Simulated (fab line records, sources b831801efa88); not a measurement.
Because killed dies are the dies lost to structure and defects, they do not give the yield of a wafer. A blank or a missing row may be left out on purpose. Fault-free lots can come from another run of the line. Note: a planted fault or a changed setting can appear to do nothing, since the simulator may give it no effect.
A lot that was struck, set against a sound lot ; flow sky130 ; 14 out of 708 route steps
Sound: the wafers L406.1, L406.2, L406.6. The struck wafers were L402.1, L402.2, L402.6. The cause comes at the end.
Order at every step that has rows: each side's tool, ch and its chambers, its first start. Under that, the readings that differ: sound wafers ; struck wafers ; difference of the means ; sigmas: that difference in standard deviations of wafers without a fault.
alike: readings whose means differ by less than 2 such deviations, and words and numbers that are the same on both sides. not compared: withheld readings, readings that some wafer has no value for, bounds like >300 that may hide the same value, and numbers for which the record gives no deviation and whose values overlap.
A row with sigmas, a row that says differs or no value, or rows on one side alone: a step with any of these is where the two part. Numbers that don't overlap but have no deviation are shown without sigmas and don't part them. A reading missing from all wafers of one side parts the sides only when that side holds two or more wafers.

SKY_METAL5_SPUTTER_01: material TiN, target thk 20 nm, time 16.7 s.
  sound: pvd-sputter-02 at day 47 16:44; struck: pvd-sputter-01 at day 46 19:22
  alike: cathode-dc-power-W, throttle-valve-pct
SKY_METAL5_SPUTTER_02: material AlCu, target thk 1150 nm, time 61.2 s.
  sound: pvd-sputter-02 at day 47 16:46; struck: pvd-sputter-01 at day 46 19:23
  alike: cathode-dc-power-W, throttle-valve-pct
SKY_METAL5_SPUTTER_03: material Ti, target thk 5 nm, time 3.3 s.
  sound: pvd-sputter-02 at day 47 16:49; struck: pvd-sputter-01 at day 46 19:26
  alike: cathode-dc-power-W, throttle-valve-pct
SKY_METAL5_SPUTTER_04: material TiN, target thk 70 nm, time 58.3 s.
  sound: pvd-sputter-02 at day 47 16:50; struck: pvd-sputter-01 at day 46 19:28
  alike: cathode-dc-power-W, throttle-valve-pct
SKY_METAL5_RS_MEAS_05: uses a four-point probe to measure.
  sound: film-metro-01 at day 47 16:53; struck: film-metro-03 at day 46 19:31
  alike: METAL5_ALCU_RS
SKY_METAL5_THK_MEAS_06: measures by xrf.
  sound: film-metro-01 at day 47 17:00; struck: film-metro-03 at day 46 19:38
  alike: METAL5_ALCU_THK
then, 6 steps without rows for these wafers: SKY_METAL5_DEHYDRATE_07 (time 60 s); SKY_METAL5_HMDS_08 (prime time 60 s); SKY_METAL5_COAT_09 (resist thk 1800 nm); SKY_METAL5_SOFTBAKE_10 (time 60 s); SKY_METAL5_EXPOSE_11 (exposes mask MM5, target cd 1600 nm); SKY_METAL5_PEB_12.
SKY_METAL5_DEVELOP_13: develop time 60 s.
  struck on litho-track-04, day 47 15:15; sound on litho-track-03 ch 0, day 48 11:17
  no value came back on the struck wafers for chill-plate-temp-C (C), develop-time-s (s); on the sound wafers chill-plate-temp-C (C) reads 23.10 22.94 22.89
SKY_METAL5_DESCUM_14: chemistry O2, time 11 s.
  sound on rie-metal-04 ch 0,1, day 48 11:26; struck on rie-metal-02 ch 0,1, day 47 15:24
  alike: chamber-pressure-mTorr, drypump-motor-current-A, oes-product-au
  not compared: rf-hours-counter-h

== WHERE THEY PART ==
Only at SKY_METAL5_DEVELOP_13, as far as this record shows. Later steps at which nothing parts them and some readings are alike: SKY_METAL5_DESCUM_14.

WHY: the cause the simulator had injected
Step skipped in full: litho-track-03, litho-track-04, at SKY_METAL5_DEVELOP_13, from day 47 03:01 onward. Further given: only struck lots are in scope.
